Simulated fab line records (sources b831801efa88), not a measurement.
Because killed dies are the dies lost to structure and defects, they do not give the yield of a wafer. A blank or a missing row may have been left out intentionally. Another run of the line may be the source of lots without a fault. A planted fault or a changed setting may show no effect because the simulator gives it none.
The tool behind it: which one? + flow sky130 + 7 lots with 21 wafers sampled at 2 steps, on a route of 708 steps

## WHAT EACH GAUGE READ, for each wafer
SKY_PWDE_TW_MEAS_10.
| lot  | measured    | on            | PWDE_TW     |
|------|-------------|---------------|-------------|
| L192 | day 4 18:18 | film-metro-04 | 373 371 371 |
| L194 | day 4 21:54 | film-metro-03 | 380 378 376 |
| L196 | day 5 06:40 | film-metro-03 | 377 378 378 |
| L200 | day 6 01:12 | film-metro-04 | 377 376 378 |
| L205 | day 7 04:54 | film-metro-02 | 372 372 372 |
| L209 | day 8 01:38 | film-metro-04 | 372 374 373 |
| L212 | day 9 01:18 | film-metro-04 | 370 370 369 |

## WHAT TOOL EACH LOT RAN ON (gives the tool, then ch and the chambers of the sampled wafers, and finally the start)
| lot  | SKY_FIELD_ISO_CMP_27         |
|------|------------------------------|
| L192 | cmp-02 ch 0,1,2, day 3 06:20 |
| L194 | cmp-02 ch 0,2,3, day 3 08:41 |
| L196 | cmp-02 ch 0,1,2, day 3 17:16 |
| L200 | cmp-02 ch 1,2,3, day 4 09:40 |
| L205 | cmp-01 ch 0,2,3, day 5 13:26 |
| L209 | cmp-02 ch 2,3, day 6 07:07   |
| L212 | cmp-01 ch 2,3, day 7 04:19   |
- SKY_FIELD_ISO_CMP_27: polishes, stops on Si3N4, t overpolish 16 s, target thk 457.8 nm.

## THE ANSWER, worked out from the rows above alone
Rule: the lots themselves supply what counts as usual. Put in order of their means at a reading, lots are off if they are a third of the lots or fewer, leave a main group of 4 or more, and stand apart from it by a gap of 3 or more times the standard deviation of the main group's means; of several such gaps the widest counts. Not used: any main group whose means are identical at the precision the tables above print for the reading. A lot without any number at a reading at which 4 lots or more have one is off too. Where the step has rows for the other lots, those lots are counted as sound.
None of the lots is off at any reading shown; this tells nothing.

## WHAT THE SIMULATOR PUT IN
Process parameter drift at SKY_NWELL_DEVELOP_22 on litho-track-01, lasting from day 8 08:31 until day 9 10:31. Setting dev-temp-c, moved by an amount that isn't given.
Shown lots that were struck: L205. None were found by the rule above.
